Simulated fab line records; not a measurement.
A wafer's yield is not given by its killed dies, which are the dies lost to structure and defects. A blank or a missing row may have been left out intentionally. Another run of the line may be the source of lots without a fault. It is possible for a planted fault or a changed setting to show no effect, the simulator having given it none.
Comparing a struck lot with a sound one + flow sky130 + 15 steps out of a route of 708
Sound: the wafers L187.2, L187.4, L187.5. Struck: wafer L194.6 (left out: L194.3, a lot-mate that was not struck); the cause follows at the end.
For every step that has rows: the tool of each side, followed by ch and its chambers, followed by its first start. Under that, the readings that differ: sound wafers + struck wafers + difference of the means + sigmas: that difference in standard deviations of wafers without a fault.
alike: a reading whose means differ by less than 2 such deviations, as well as words and numbers matching on both sides. not compared: withheld readings; readings where some wafer has no value; bounds like >300 that might hide an equal value; numbers whose values overlap and for which the record gives no deviation.
A row with sigmas, a row that says differs or no value, or rows on one side alone: a step with any of these is where the two part. Numbers that have no deviation but don't overlap get no sigmas and don't part them. Lack of a reading on every wafer of one side parts them only where that side has two or more wafers.

SKY_METAL5_SPUTTER_01: material TiN, target thk 20 nm, time 16.7 s.
  struck on pvd sputter-01, day 47 00:25; sound on pvd sputter-01, day 45 04:05
  alike: throttle valve pct
SKY_METAL5_SPUTTER_02: material AlCu, target thk 1150 nm, time 61.2 s.
  struck on pvd sputter-01, day 47 00:26; sound on pvd sputter-01, day 45 04:07
  alike: throttle valve pct
SKY_METAL5_SPUTTER_03: material Ti, target thk 5 nm, time 3.3 s.
  struck on pvd sputter-01, day 47 00:29; sound on pvd sputter-01, day 45 04:10
  alike: throttle valve pct
SKY_METAL5_SPUTTER_04: material TiN, target thk 70 nm, time 58.3 s.
  struck on pvd sputter-01, day 47 00:30; sound on pvd sputter-01, day 45 04:11
  alike: throttle valve pct
SKY_METAL5_RS_MEAS_05: a four-point-probe measurement.
  struck on film metro-02, day 47 00:35; sound on film metro-03, day 45 04:15
  alike: METAL5_ALCU_RS
SKY_METAL5_THK_MEAS_06: measures by xrf.
  struck on film metro-02, day 47 00:41; sound on film metro-03, day 45 04:22
  alike: METAL5_ALCU_THK
then, 6 steps without rows for these wafers: SKY_METAL5_DEHYDRATE_07 (time 60 s); SKY_METAL5_HMDS_08 (prime time 60 s); SKY_METAL5_COAT_09 (resist thk 1800 nm); SKY_METAL5_SOFTBAKE_10 (time 60 s); SKY_METAL5_EXPOSE_11 (exposes mask MM5, target cd 1600 nm); SKY_METAL5_PEB_12.
SKY_METAL5_DEVELOP_13: develop time 60 s.
  sound on litho track-04 ch 0, day 46 02:07; struck on litho track-02 ch 0, day 47 21:10
  alike: chill plate temp C
SKY_METAL5_DESCUM_14: chemistry O2, time 11 s.
  sound on rie metal-01 ch 0,1, day 46 02:14; struck on rie metal-01 ch 0, day 47 21:17
| reading                 | sound          | struck | difference | sigmas |
|-------------------------|----------------|--------|------------|--------|
| model.METAL5.cd nm (nm) | 1596 1596 1596 | 1613   | +17        |        |
  alike: drypump motor current A, oes product au
  not compared: rf hours counter h
SKY_METAL5_METAL_ETCH_15: etches the open film in Cl2/BCl3, stops on SiO2, target depth 1260 nm, time 252 s.
  sound on rie metal-01 ch 0,1, day 46 02:17; struck on rie metal-01 ch 0, day 47 21:23
| reading                | sound                | struck | difference | sigmas |
|------------------------|----------------------|--------|------------|--------|
| throttle valve pct (%) | 22.255 22.255 22.278 | 22.286 | +0.023     | +3     |
  alike: drypump motor current A, oes product au
  not compared: rf hours counter h

== WHERE THEY PART ==
At SKY_METAL5_METAL_ETCH_15 and nowhere else, as far as this record goes.

WHY: what had been put in by the simulator
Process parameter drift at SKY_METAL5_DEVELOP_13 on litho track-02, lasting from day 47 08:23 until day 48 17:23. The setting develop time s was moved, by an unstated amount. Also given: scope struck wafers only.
